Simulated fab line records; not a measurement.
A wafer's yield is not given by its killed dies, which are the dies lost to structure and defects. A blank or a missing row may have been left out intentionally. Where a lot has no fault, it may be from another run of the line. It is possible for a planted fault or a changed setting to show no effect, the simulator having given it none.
fab line records | flow sky130
[record] lots = 5 wafers = 23
route steps=708 shown FIELD_ISO@2 NWELL@33 PWDE@48 VT_ADJUST_NCORE@122 VT_ADJUST_HVTR@140
start_h: hours from the record's opening day to when the first of the lot's shown wafers began | wait_h: hours since the lot's step before | " unchanged from the row above | L1.1+2: a row that stands for several wafers | - no value, or no start was given | * or withheld: withheld | < > ~ a bound
route shown NAME@n: a module of which the file shows steps, and the number in the route of the first | usual: mean and standard deviation over wafers with no fault | same: alike in all rows | chamber/n: place in a boat | sites: readings site by site | _std_site: their standard deviation | _edge_site: inner sites' mean taken away from outer sites' mean | radius_mm: how far each site lies from the wafer's centre | mask NAME#n: copy n | behind: the tool/chamber that last shaped the wafer | hold: reason for holding the lot/hours on hold/outcome of the hold | device: names the non-switching transistor (n, p or np) | end of line: at the end of the route, the tests of the same wafers | where a step has no rows: the recipe by itself | killed: not the wafer's yield, but the dies lost to structure and defects at the first sort | map: the dies of a wafer, with x for killed, . for not killed, _ for no die there
set.NAME: the setting that was run; set.NAME@STEP: the one run at that earlier step | model.NAME: the simulator's own value behind a step, which no gauge read
lots where settings were altered on purpose, with a table for each step and a row for each wafer
[[steps]]
[step SKY_FIELD_ISO_OXIDATION_01]
[recipe] temp_c = 900 ambient = O2 stabilise_s = 600 purge_s = 300 target_thk_a = 120 ox_time_s = 1843
// columns lot.wafer tool chamber start_h wait_h set.temp_c model.SiO2_of_FIELD_ISO_OXIDATION_01.thk_nm
L074.1 - - - 2.8 883.6 10.11
L074.2 " - " " 883.6 9.885
L074.3 " - " " 883.6 9.902
L074.4 " - " " 883.6 10.04
L074.5 " - " " 883.6 10.15
L076.1 - - - 0.7 910.6 13.22
L076.2 " - " " 910.6 13.4
L076.3 " - " " 910.6 13.25
L076.5 " - " " 910.6 13.37
L076.6 " - " " 910.6 13.19
L079.1 furnace-02 0 35.83 0.8 900 11.79
L079.3 " 0 " " 900 11.83
L079.5 " 0 " " 900 11.84
L082.1 - - - 0.6 900 12.1
L082.2 " - " " 900 11.82
L082.4 " - " " 900 12.08
L082.5 " - " " 900 11.83
L082.6 " - " " 900 11.96
L084.1 - - - 1.3 908.5 12.91
L084.2 " - " " 908.5 12.73
L084.4 " - " " 908.5 12.89
L084.5 " - " " 908.5 12.95
L084.6 " - " " 908.5 12.84
[step SKY_FIELD_ISO_THK_MEAS_02]
[recipe] reads = SiO2_of_FIELD_ISO_OXIDATION_01
[usual] FIELD_ISO_OXIDATION_00_THK = 11.93/0.15
// columns lot.wafer tool chamber start_h wait_h set.temp_c@FIELD_ISO_OXIDATION_01 FIELD_ISO_OXIDATION_00_THK[nm]
L074.1 film_metro-03 - - - 883.6 10.10
L074.2 " - " " 883.6 9.87
L074.3 " - " " 883.6 9.88
L074.4 " - " " 883.6 10.04
L074.5 " - " " 883.6 10.06
L076.1 film_metro-03 - - - 910.6 13.16
L076.2 " - " " 910.6 13.41
L076.3 " - " " 910.6 13.24
L076.5 " - " " 910.6 13.36
L076.6 " - " " 910.6 13.16
L079.1 film_metro-01 - 37.34 0.0 900 11.79
L079.3 " - " " 900 11.87
L079.5 " - " " 900 11.82
L082.1 film_metro-03 - - - 900 12.11
L082.2 " - " " 900 11.78
L082.4 " - " " 900 12.13
L082.5 " - " " 900 11.83
L082.6 " - " " 900 11.99
L084.1 film_metro-01 - - - 908.5 12.89
L084.2 " - " " 908.5 12.75
L084.4 " - " " 908.5 12.88
L084.5 " - " " 908.5 13.01
L084.6 " - " " 908.5 12.83
[step SKY_FIELD_ISO_ETCH_15]
[recipe] chemistry = CHF3/O2 target_depth_nm = 180 stop_on = Si source_w = 600 bias_w = 200 pressure_mtorr = 40 chf3_flow_sccm = 50 O2_flow_sccm = 5 time_s = 72
[usual] oes_product_au = 0.944/0.0061
// columns lot.wafer tool chamber start_h wait_h set.time_s oes_product_au
L074.1 rie_diel-04 3 31.38 0.0 72 0.942
L074.2 " 0 " " 65.76 0.997
L074.3 " 2 " " 72 0.945
L074.4 " 1 " " 72 0.948
L074.5 " 3 " " 65.76 0.986
L076.1 rie_diel-02 3 42.28 0.0 72 0.940
L076.2 " 0 " " 78.23 0.922
L076.3 " 1 " " 72 0.936
L076.5 " 2 " " 78.23 0.925
L076.6 " 1 " " 72 0.943
L079.1 rie_diel-01 1 55.15 0.0 72 0.936
L079.3 " 2 " " 72 0.934
L079.5 " 0 " " 72 0.943
L082.1 rie_diel-04 2 71.18 0.0 72 0.949
L082.2 " 3 " " 72 0.954
L082.4 " 0 " " 72 0.947
L082.5 " 1 " " 72 0.949
L082.6 " 0 " " 72 0.948
L084.1 rie_diel-04 3 80.93 0.0 72 0.944
L084.2 " 2 " " 72 0.953
L084.4 " 0 " " 72 0.954
L084.5 " 2 " " 72 0.951
L084.6 " 3 " " 72 0.948
[step SKY_FIELD_ISO_OXIDATION_22]
[recipe] temp_c = 950 ambient = O2 stabilise_s = 600 purge_s = 300 target_thk_a = 100 ox_time_s = 623
// columns lot.wafer tool chamber start_h wait_h set.ox_time_s model.SiO2_of_FIELD_ISO_OXIDATION_22.thk_nm
L074.1 - - - 1.0 623 9.968
L074.2 " - " " 623 10.03
L074.3 " - " " 623 9.948
L074.4 " - " " 623 9.858
L074.5 " - " " 623 10.26
L076.1 - - - 0.5 623 9.929
L076.2 " - " " 623 10.07
L076.3 " - " " 623 9.988
L076.5 " - " " 623 9.881
L076.6 " - " " 623 10.06
L079.1 furnace-01 0 57.02 1.3 623 9.911
L079.3 " 0 " " 623 9.885
L079.5 " 0 " " 623 9.974
L082.1 - - - 2.4 677 10.33
L082.2 " - " " 677 10.38
L082.4 " - " " 677 10.45
L082.5 " - " " 677 10.5
L082.6 " - " " 677 10.47
L084.1+5 - - - 2.2 710.3 10.86
L084.2 " - " " 710.3 10.84
L084.4 " - " " 710.3 10.8
L084.6 " - " " 710.3 10.95
[step SKY_FIELD_ISO_THK_MEAS_23]
[recipe] reads = SiO2_of_FIELD_ISO_OXIDATION_22
[usual] FIELD_ISO_OXIDATION_01_THK = 9.98/0.18
// columns lot.wafer tool chamber start_h wait_h set.ox_time_s@FIELD_ISO_OXIDATION_22 FIELD_ISO_OXIDATION_01_THK[nm]
L074.1 film_metro-03 - - - 623 9.97
L074.2 " - " " 623 9.96
L074.3 " - " " 623 9.97
L074.4 " - " " 623 9.80
L074.5 " - " " 623 10.28
L076.1 film_metro-01 - - - 623 9.90
L076.2 " - " " 623 10.05
L076.3 " - " " 623 10.01
L076.5 " - " " 623 9.84
L076.6 " - " " 623 10.09
L079.1 film_metro-03 - 58.19 0.0 623 9.91
L079.3 " - " " 623 9.89
L079.5 " - " " 623 9.90
L082.1 film_metro-03 - - - 677 10.34
L082.2 " - " " 677 10.38
L082.4 " - " " 677 10.47
L082.5 " - " " 677 10.50
L082.6 " - " " 677 10.44
L084.1 film_metro-03 - - - 710.3 10.80
L084.2 " - " " 710.3 10.85
L084.4 " - " " 710.3 10.80
L084.5 " - " " 710.3 10.82
L084.6 " - " " 710.3 10.97
[step SKY_NWELL_OXIDATION_01]
[recipe] temp_c = 900 ambient = O2 stabilise_s = 600 purge_s = 300 target_thk_a = 100 ox_time_s = 1418
// columns lot.wafer tool chamber start_h wait_h set.temp_c model.SiO2_of_NWELL_OXIDATION_01.thk_nm
L074.1 - - - 0.8 900 10.02
L074.2 " - " " 900 9.943
L074.3 " - " " 900 9.898
L074.4 " - " " 900 9.916
L074.5 " - " " 900 9.861
L076.1 - - - 1.6 900 9.941
L076.2 " - " " 900 9.937
L076.3 " - " " 900 9.842
L076.5 " - " " 900 9.785
L076.6 " - " " 900 9.895
L079.1 furnace-01 0 62.80 2.0 900 9.954
L079.3 " 0 " " 900 10.06
L079.5 " 0 " " 900 10.16
L082.1 - - - 1.4 917.1 11.74
L082.2 " - " " 917.1 11.88
L082.4 " - " " 917.1 11.76
L082.5 " - " " 917.1 11.94
L082.6 " - " " 917.1 12.13
L084.1 - - - 0.4 900 9.916
L084.2 " - " " 900 10.07
L084.4 " - " " 900 10.02
L084.5 " - " " 900 9.999
L084.6 " - " " 900 9.928
[step SKY_NWELL_THK_MEAS_02]
[recipe] reads = SiO2_of_NWELL_OXIDATION_01
[usual] NWELL_OXIDATION_THK = 9.94/0.14
// columns lot.wafer tool chamber start_h wait_h set.temp_c@NWELL_OXIDATION_01 NWELL_OXIDATION_THK[nm]
L074.1 film_metro-01 - - - 900 10.01
L074.2 " - " " 900 9.91
L074.3 " - " " 900 9.89
L074.4 " - " " 900 9.91
L074.5 " - " " 900 9.79
L076.1 film_metro-02 - - - 900 9.94
L076.2 " - " " 900 9.95
L076.3 " - " " 900 9.83
L076.5 " - " " 900 9.82
L076.6 " - " " 900 9.89
L079.1 film_metro-02 - 64.20 0.0 900 9.91
L079.3 " - " " 900 10.00
L079.5 " - " " 900 10.13
L082.1 film_metro-02 - - - 917.1 11.67
L082.2 " - " " 917.1 11.90
L082.4 " - " " 917.1 11.75
L082.5 " - " " 917.1 11.94
L082.6 " - " " 917.1 12.10
L084.1 film_metro-04 - - - 900 9.90
L084.2 " - " " 900 10.03
L084.4 " - " " 900 9.96
L084.5 " - " " 900 9.98
L084.6 " - " " 900 9.90
[step SKY_PWDE_SOFTBAKE_03]
[recipe] temp_c = 110 time_s = withheld
// columns lot.wafer tool chamber start_h wait_h set.temp_c
L074.1+4 litho_track-02 0 62.75 0.1 108.3
L074.2+3+5 " 0 " " 110
L076.1+2 litho_track-02 0 76.20 0.1 110
L076.3+5+6 " 0 " " 112.9
L079.1+3+5 litho_track-03 0 89.27 0.1 110
L082.1+2+4+5+6 litho_track-03 0 111.12 0.1 110
L084.1+4+5 litho_track-02 0 117.50 0.1 110
L084.2+6 " 0 " " 107.4
[step SKY_PWDE_EXPOSE_04]
[recipe] mask_id = PWDEM na = 0.6 source_shape = conventional sigma_outer = 0.6 polarization = unpolarized target_cd_nm = 840 dose_mj = 214
[step SKY_PWDE_PEB_05]
[recipe] temp_c = 115 time_s = withheld
[step SKY_PWDE_IMPLANT_08]
[recipe] species = B energy_kev = 150 dose_cm2 = 3.648e+12 tilt_deg = withheld
[step SKY_PWDE_STRIP_09]
[recipe] chemistry = O2/N2 power_w = 1400 pressure_mtorr = 1500 platen_temp_c = withheld o2_flow_sccm = 3000 n2_flow_sccm = 300 overash_fraction = 0.5
[usual] strip_time_to_endpoint_s = 37.00/0.12
// columns lot.wafer tool chamber start_h wait_h set.temp_c@PWDE_SOFTBAKE_03 strip_time_to_endpoint_s
L074.1 plasma_asher-01 1 71.99 0.1 108.3 37.09
L074.2 " 0 " " 110 37.04
L074.3 " 0 " " 110 37.04
L074.4 " 1 " " 108.3 37.24
L074.5 " 0 " " 110 37.02
L076.1 plasma_asher-01 1 84.32 0.1 110 37.03
L076.2 " 0 " " 110 37.00
L076.3 " 1 " " 112.9 36.71
L076.5 " 1 " " 112.9 36.90
L076.6 " 0 " " 112.9 36.82
L079.1 plasma_asher-04 0 97.84 0.1 110 36.91
L079.3 " 0 " " 110 36.92
L079.5 " 1 " " 110 36.96
L082.1 plasma_asher-01 0 119.41 0.1 110 36.79
L082.2 " 1 " " 110 36.91
L082.4 " 0 " " 110 36.92
L082.5 " 1 " " 110 36.89
L082.6 " 0 " " 110 36.83
L084.1 plasma_asher-02 1 127.16 0.1 110 37.14
L084.2 " 0 " " 107.4 37.35
L084.4 " 1 " " 110 37.04
L084.5 " 0 " " 110 37.06
L084.6 " 1 " " 107.4 37.36
[step SKY_NWELL_COAT_05]
[recipe] spin_rpm = 2000 resist_thk_nm = 3000
// columns lot.wafer tool chamber start_h wait_h set.spin_rpm model.coat_of_NWELL_COAT_05.thk_nm
L074.1 litho_track-02 0 79.80 0.1 2000 3013
L074.2 " 0 " " 1895 3088
L074.3 " 0 " " 2000 3017
L074.4 " 0 " " 1895 3105
L074.5 " 0 " " 2000 3014
L076.1 litho_track-02 0 93.20 0.1 2000 3007
L076.2 " 0 " " 2000 3017
L076.3+5 " 0 " " 2000 3011
L076.6 " 0 " " 2000 3014
L079.1+5 litho_track-02 0 106.90 0.1 2000 3019
L079.3 " 0 " " 2000 3016
L082.1 litho_track-01 0 129.32 0.1 1950 3048
L082.2 " 0 " " 1950 3049
L082.4 " 0 " " 2000 3001
L082.5 " 0 " " 2000 3005
L082.6 " 0 " " 2000 3007
L084.1+6 litho_track-02 0 136.50 0.1 2088 2949
L084.2 " 0 " " 2000 3013
L084.4 " 0 " " 2088 2944
L084.5 " 0 " " 2000 3012
[step SKY_NWELL_IMPLANT_13]
[recipe] species = P energy_kev = 50 dose_cm2 = 7e+11 tilt_deg = withheld
// columns lot.wafer tool chamber start_h wait_h set.energy_kev model.implant.rp_nm model.implant.drp_nm
L074.1+2+5 implanter-04 0 88.84 0.1 47.62 59.09 24.52
L074.3+4 " 0 " " 50 62.05 25.55
L076.1+2+3+5+6 implanter-02 0 101.79 0.1 50 60.99 25.55
L079.1+3+5 implanter-04 0 116.79 0.1 50 58.55 25.55
L082.1+4 implanter-02 0 138.41 0.1 52.24 60.37 26.5
L082.2+5+6 " 0 " " 50 57.76 25.55
L084.1+6 implanter-04 0 147.21 0.1 50 59.98 25.55
L084.2+4+5 " 0 " " 52.3 62.76 26.53
[step SKY_NWELL_STRIP_14]
[recipe] chemistry = O2/N2 power_w = 1400 pressure_mtorr = 1522 platen_temp_c = withheld o2_flow_sccm = 3000 n2_flow_sccm = 300 overash_fraction = 0.5
[usual] strip_time_to_endpoint_s = 36.85/0.088
// columns lot.wafer tool chamber start_h wait_h set.spin_rpm@NWELL_COAT_05 strip_time_to_endpoint_s
L074.1 plasma_asher-01 0 88.99 0.1 2000 36.92
L074.2 " 1 " " 1895 37.76
L074.3 " 0 " " 2000 36.96
L074.4 " 1 " " 1895 37.96
L074.5 " 1 " " 2000 36.93
L076.1 plasma_asher-01 1 101.94 0.1 2000 36.86
L076.2 " 0 " " 2000 36.97
L076.3 " 0 " " 2000 36.90
L076.5 " 1 " " 2000 36.91
L076.6 " 0 " " 2000 36.94
L079.1 plasma_asher-01 0 116.94 0.1 2000 37.00
L079.3 " 1 " " 2000 36.95
L079.5 " 0 " " 2000 37.00
L082.1 plasma_asher-03 0 138.56 0.1 1950 37.35
L082.2 " 1 " " 1950 37.35
L082.4 " 0 " " 2000 36.79
L082.5 " 0 " " 2000 36.83
L082.6 " 1 " " 2000 36.85
L084.1 plasma_asher-03 0 147.36 0.1 2088 36.20
L084.2 " 1 " " 2000 36.92
L084.4 " 1 " " 2088 36.16
L084.5 " 1 " " 2000 36.91
L084.6 " 0 " " 2088 36.22
[step SKY_NWELL_COAT_18]
[recipe] spin_rpm = 2000 resist_thk_nm = 3000
// columns lot.wafer tool chamber start_h wait_h set.resist_thk_nm model.coat_of_NWELL_COAT_18.thk_nm
L074.1 litho_track-02 0 96.95 0.1 3148 3151
L074.2 " 0 " " 3148 3145
L074.3 " 0 " " 3000 3004
L074.4 " 0 " " 3148 3160
L074.5 " 0 " " 3000 2996
L076.1 litho_track-01 0 111.32 0.1 3064 3048
L076.2 " 0 " " 3064 3059
L076.3 " 0 " " 3064 3050
L076.5 " 0 " " 3000 2993
L076.6 " 0 " " 3000 2992
L079.1 litho_track-01 0 126.72 0.1 3000 3005
L079.3 " 0 " " 3000 3013
L079.5 " 0 " " 3000 2995
L082.1 litho_track-01 0 148.57 0.1 3000 2997
L082.2 " 0 " " 3000 3002
L082.4 " 0 " " 3000 2998
L082.5 " 0 " " 3000 2992
L082.6 " 0 " " 3000 2999
L084.1 litho_track-02 0 156.75 0.1 3104 3118
L084.2 " 0 " " 3104 3120
L084.4 " 0 " " 3000 3024
L084.5 " 0 " " 3104 3123
L084.6 " 0 " " 3000 3016
[step SKY_NWELL_IMPLANT_24]
[recipe] species = B energy_kev = 140 dose_cm2 = 9.2e+12 tilt_deg = withheld
// columns lot.wafer tool chamber start_h wait_h set.dose_cm2
L074.1+5 implanter-03 0 106.21 0.0 9.2e+12
L074.2+3+4 " 0 " " 9.581e+12
L076.1+5+6 implanter-03 0 120.26 0.0 8.681e+12
L076.2+3 " 0 " " 9.2e+12
L079.1+3+5 implanter-02 0 136.41 0.0 9.2e+12
L082.1+6 implanter-04 0 158.41 0.0 9.2e+12
L082.2+4+5 " 0 " " 9.8e+12
L084.1+2+4 implanter-04 0 165.86 0.0 9.514e+12
L084.5+6 " 0 " " 9.2e+12
[step SKY_NWELL_STRIP_25]
[recipe] chemistry = O2/N2 power_w = 1400 pressure_mtorr = 1500 platen_temp_c = withheld o2_flow_sccm = 3000 n2_flow_sccm = 300 overash_fraction = 0.5
[usual] strip_time_to_endpoint_s = 36.92/0.12
// columns lot.wafer tool chamber start_h wait_h set.resist_thk_nm@NWELL_COAT_18 strip_time_to_endpoint_s
L074.1 plasma_asher-02 1 106.36 0.1 3148 38.66
L074.2 " 0 " " 3148 38.60
L074.3 " 0 " " 3000 36.95
L074.4 " 1 " " 3148 38.71
L074.5 " 0 " " 3000 36.88
L076.1 plasma_asher-03 1 120.41 0.1 3064 37.48
L076.2 " 0 " " 3064 37.56
L076.3 " 0 " " 3064 37.50
L076.5 " 0 " " 3000 36.82
L076.6 " 1 " " 3000 36.82
L079.1 plasma_asher-03 0 136.56 0.1 3000 36.97
L079.3 " 0 " " 3000 37.05
L079.5 " 0 " " 3000 36.85
L082.1 plasma_asher-01 0 158.56 0.1 3000 36.87
L082.2 " 1 " " 3000 36.92
L082.4 " 0 " " 3000 36.90
L082.5 " 1 " " 3000 36.81
L082.6 " 0 " " 3000 36.89
L084.1 plasma_asher-02 0 166.01 0.1 3104 38.27
L084.2 " 1 " " 3104 38.29
L084.4 " 1 " " 3000 37.19
L084.5 " 0 " " 3104 38.33
L084.6 " 1 " " 3000 37.09
[step SKY_NWELL_TW_MEAS_26]
[usual] NWELL_2_TW = 493/3.8
// columns lot.wafer tool chamber start_h wait_h set.dose_cm2@NWELL_IMPLANT_24 NWELL_2_TW
L074.1 film_metro-02 - 106.46 0.1 9.2e+12 494
L074.2 " - " " 9.581e+12 499
L074.3 " - " " 9.581e+12 500
L074.4 " - " " 9.581e+12 500
L074.5 " - " " 9.2e+12 493
L076.1 film_metro-01 - 120.51 0.1 8.681e+12 483
L076.2 " - " " 9.2e+12 494
L076.3 " - " " 9.2e+12 494
L076.5 " - " " 8.681e+12 485
L076.6 " - " " 8.681e+12 486
L079.1 film_metro-01 - 136.66 0.1 9.2e+12 494
L079.3 " - " " 9.2e+12 492
L079.5 " - " " 9.2e+12 493
L082.1 film_metro-01 - 158.66 0.1 9.2e+12 496
L082.2 " - " " 9.8e+12 505
L082.4 " - " " 9.8e+12 506
L082.5 " - " " 9.8e+12 504
L082.6 " - " " 9.2e+12 494
L084.1 film_metro-04 - 166.11 0.1 9.514e+12 486
L084.2 " - " " 9.514e+12 486
L084.4 " - " " 9.514e+12 486
L084.5 " - " " 9.2e+12 483
L084.6 " - " " 9.2e+12 483
[step SKY_VT_ADJUST_NCORE_SOFTBAKE_03]
[recipe] temp_c = 90 time_s = 60 resist = NOVOLAK
// columns lot.wafer tool chamber start_h wait_h set.temp_c
L074.1+2+3+4+5 litho_track-04 0 175.34 0.1 90
L076.1+3+5 litho_track-03 0 191.02 0.1 90
L076.2+6 " 0 " " 92.33
L079.1+3+5 litho_track-03 0 208.22 0.1 90
L082.1+4+6 litho_track-02 0 231.95 0.1 87.47
L082.2+5 " 0 " " 90
L084.1+2+4+5+6 litho_track-03 0 240.17 0.1 90
[step SKY_VT_ADJUST_NCORE_EXPOSE_04]
[recipe] mask_id = LVTN_COMPLEMENT_THIN na = 0.6 source_shape = conventional sigma_outer = 0.6 polarization = unpolarized target_cd_nm = 380 dose_mj = 139
[step SKY_VT_ADJUST_NCORE_PEB_05]
[recipe] temp_c = withheld time_s = * resist = NOVOLAK
[step SKY_VT_ADJUST_NCORE_DEVELOP_06]
[recipe] resist = NOVOLAK developer = TMAH develop_time_s = 57.71 dev_temp_c = 23
// columns lot.wafer tool chamber start_h wait_h set.temp_c@VT_ADJUST_NCORE_SOFTBAKE_03 model.NOVOLAK_of_VT_ADJUST_NCORE_COAT_02.thk_nm
L074.1 litho_track-03 0 184.92 0.1 90 1148
L074.2 " 0 " " 90 1147
L074.3 " 0 " " 90 1143
L074.4 " 0 " " 90 1144
L074.5 " 0 " " 90 1145
L076.1+5 litho_track-04 0 200.94 0.1 90 1137
L076.2 " 0 " " 92.33 1126
L076.3 " 0 " " 90 1133
L076.6 " 0 " " 92.33 1130
L079.1 litho_track-02 0 219.45 0.1 90 1132
L079.3 " 0 " " 90 1133
L079.5 " 0 " " 90 1135
L082.1 litho_track-03 0 243.52 0.1 87.47 1151
L082.2 " 0 " " 90 1141
L082.4 " 0 " " 87.47 1149
L082.5 " 0 " " 90 1139
L082.6 " 0 " " 87.47 1147
L084.1 litho_track-02 0 250.95 0.1 90 1138
L084.2+5 " 0 " " 90 1142
L084.4 " 0 " " 90 1141
L084.6 " 0 " " 90 1140
[step SKY_VT_ADJUST_HVTR_IMPLANT_09]
[recipe] species = B energy_kev = 10 dose_cm2 = 2.1e+12 tilt_deg = withheld
// columns lot.wafer tool chamber start_h wait_h set.energy_kev model.implant.rp_nm model.implant.drp_nm
L074.1+2+3+4+5 implanter-02 0 206.13 0.0 10 32.94 17.11
L076.1+5+6 implanter-02 0 224.00 0.0 10.25 33.36 17.41
L076.2+3 " 0 " " 10 32.56 17.11
L079.1+3+5 implanter-03 0 241.43 0.0 10 33.56 17.11
L082.1+2 implanter-02 0 267.41 0.0 10 33.29 17.11
L082.4+5+6 " 0 " " 9.727 32.54 16.79
L084.1+2+4+5+6 implanter-02 0 274.48 0.0 10 32.21 17.11
[[key]]
[split] step = SKY_FIELD_ISO_OXIDATION_01 setting = temp_c stated = 900 by = lot
[response] step = SKY_FIELD_ISO_OXIDATION_01 reading = model.SiO2_of_FIELD_ISO_OXIDATION_01.thk_nm change = +1.07 per = 1% r = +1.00
[response] step = SKY_FIELD_ISO_THK_MEAS_02 reading = FIELD_ISO_OXIDATION_00_THK change = +1.07 per = 1% r = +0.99
[split] step = SKY_FIELD_ISO_ETCH_15 setting = time_s stated = 72 by = wafer
[response] step = SKY_FIELD_ISO_ETCH_15 reading = oes_product_au change = -0.00361 per = 1% r = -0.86
[split] step = SKY_FIELD_ISO_OXIDATION_22 setting = ox_time_s stated = 623 by = lot
[response] step = SKY_FIELD_ISO_OXIDATION_22 reading = model.SiO2_of_FIELD_ISO_OXIDATION_22.thk_nm change = +0.0604 per = 1% r = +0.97
[response] step = SKY_FIELD_ISO_THK_MEAS_23 reading = FIELD_ISO_OXIDATION_01_THK change = +0.0609 per = 1% r = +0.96
[split] step = SKY_NWELL_OXIDATION_01 setting = temp_c stated = 900 by = lot
[response] step = SKY_NWELL_OXIDATION_01 reading = model.SiO2_of_NWELL_OXIDATION_01.thk_nm change = +1.02 per = 1% r = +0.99
[response] step = SKY_NWELL_THK_MEAS_02 reading = NWELL_OXIDATION_THK change = +1.02 per = 1% r = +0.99
[split] step = SKY_PWDE_SOFTBAKE_03 setting = temp_c stated = 110 by = wafer
[response] step = SKY_PWDE_STRIP_09 reading = strip_time_to_endpoint_s change = * per = 1% r = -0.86
[split] step = SKY_NWELL_COAT_05 setting = spin_rpm stated = 2000 by = wafer
[response] step = SKY_NWELL_COAT_05 reading = model.coat_of_NWELL_COAT_05.thk_nm change = -15.5 per = 1% r = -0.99
[response] step = SKY_NWELL_STRIP_14 reading = strip_time_to_endpoint_s change = * per = 1% r = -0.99
[split] step = SKY_NWELL_IMPLANT_13 setting = energy_kev stated = 50 by = wafer
[response] step = SKY_NWELL_IMPLANT_13 reading = model.implant.rp_nm change = +0.603 per = 1% r = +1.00
[response] step = SKY_NWELL_IMPLANT_13 reading = model.implant.drp_nm change = +0.214 per = 1% r = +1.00
[split] step = SKY_NWELL_COAT_18 setting = resist_thk_nm stated = 3000 by = wafer
[response] step = SKY_NWELL_COAT_18 reading = model.coat_of_NWELL_COAT_18.thk_nm change = +30 per = 1% r = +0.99
[response] step = SKY_NWELL_STRIP_25 reading = strip_time_to_endpoint_s change = * per = 1% r = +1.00
[split] step = SKY_NWELL_IMPLANT_24 setting = dose_cm2 stated = 9.2e+12 by = wafer
[response] step = SKY_NWELL_TW_MEAS_26 reading = NWELL_2_TW change = +1.51 per = 1% r = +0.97
[split] step = SKY_VT_ADJUST_NCORE_SOFTBAKE_03 setting = temp_c stated = 90 by = wafer
[response] step = SKY_VT_ADJUST_NCORE_DEVELOP_06 reading = model.NOVOLAK_of_VT_ADJUST_NCORE_COAT_02.thk_nm change = -3.04 per = 1% r = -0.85
[split] step = SKY_VT_ADJUST_HVTR_IMPLANT_09 setting = energy_kev stated = 10 by = wafer
[response] step = SKY_VT_ADJUST_HVTR_IMPLANT_09 reading = model.implant.rp_nm change = +0.294 per = 1% r = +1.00
[response] step = SKY_VT_ADJUST_HVTR_IMPLANT_09 reading = model.implant.drp_nm change = +0.119 per = 1% r = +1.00
